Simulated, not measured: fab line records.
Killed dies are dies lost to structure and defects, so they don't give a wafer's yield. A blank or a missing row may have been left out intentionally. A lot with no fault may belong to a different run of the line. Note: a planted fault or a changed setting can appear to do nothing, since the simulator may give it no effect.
2 desks looking at one fault || flow gf180mcu || only its own numbers are on each desk; what lay behind them is given at the end

DESK OF THE TOOL OWNER: litho-track-03
The tool's own readings at GF_POLY_GATE_DEVELOP_09 (develop time 60 s): means of the sampled wafers that have a number, for each lot that ran on this tool. Marked OUT: a lot whose mean sits more than 4 standard deviations from the usual mean, which makes it out of limits; the brackets give that distance.
Columns: A = developer-temp-C at GF_POLY_GATE_DEVELOP_09, usual 21.01 C
{"lot": "L109", "first seen here": "day 9 11:59", "A": 20.87}
{"lot": "L115", "first seen here": "day 11 06:20", "A": 21.13}
{"lot": "L117", "first seen here": "day 11 19:44", "A": 21.01}
{"lot": "L120", "first seen here": "day 13 00:34", "A": 21.01}
{"lot": "L127", "first seen here": "day 15 00:42", "A": "21.89 (+8.8) OUT"}
{"lot": "L128", "first seen here": "day 15 07:41", "A": "21.85 (+8.4) OUT"}
This desk's verdict: out of limits on L127, L128, starting with L127 at day 15 00:42 (developer-temp-C at GF_POLY_GATE_DEVELOP_09). In limits: L109, L115, L117, L120.

METROLOGY DESK
Lot by lot, what the gauges showed, no matter which tool ran the lot: averages of those sampled wafers that carry a number. Marked OUT: a lot whose mean sits more than 4 standard deviations from the usual mean, which makes it out of limits; the brackets give that distance.
Columns: A = M2_OVL at GF_M2_OVL_MEAS_15, usual -2 nm; B = M3_OVL at GF_M3_OVL_MEAS_15, usual -2 nm
{"lot": "L108", "first seen here": "day 19 04:34", "A": -2, "B": 2}
{"lot": "L109", "first seen here": "day 19 11:58", "A": -3, "B": -3}
{"lot": "L111", "first seen here": "day 20 11:23", "A": -7, "B": 7}
{"lot": "L113", "first seen here": "day 21 06:00", "A": -4, "B": -2}
{"lot": "L114", "first seen here": "day 21 15:37", "A": -0, "B": -7}
{"lot": "L115", "first seen here": "day 21 20:40", "A": 7, "B": -2}
{"lot": "L116", "first seen here": "day 22 08:39", "A": -4, "B": -2}
{"lot": "L117", "first seen here": "day 22 12:01", "A": -0, "B": -14}
{"lot": "L118", "first seen here": "day 23 01:11", "A": -5, "B": -2}
{"lot": "L119", "first seen here": "day 23 03:46", "A": -5, "B": -7}
{"lot": "L120", "first seen here": "day 24 01:05", "A": -3, "B": 0}
{"lot": "L123", "first seen here": "day 24 23:01", "A": -10, "B": 3}
{"lot": "L127", "first seen here": "day 26 05:58", "A": -6, "B": -6}
{"lot": "L128", "first seen here": "day 26 08:01", "A": 2, "B": -4}
This desk found nothing out of limits on any of the 14 lots.

PUT TOGETHER
An alarm could have come from the tool owner's desk at day 15 00:42, on L127, L128.
From the metrology desk's view, nothing was out of limits.
The metrology desk holds a record of L127, L128, inside its limits.
GF_POLY_GATE_DEVELOP_09 was run on litho-track-03 by each of the lots named.

WHAT THE SIMULATOR HAD INSERTED
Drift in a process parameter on litho-track-03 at GF_POLY_GATE_DEVELOP_09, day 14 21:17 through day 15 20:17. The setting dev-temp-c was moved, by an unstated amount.
Shown lots that were struck: L127, L128.
Delay in hours, fault start to first out-of-limits reading, by desk: the tool owner's desk at 3.
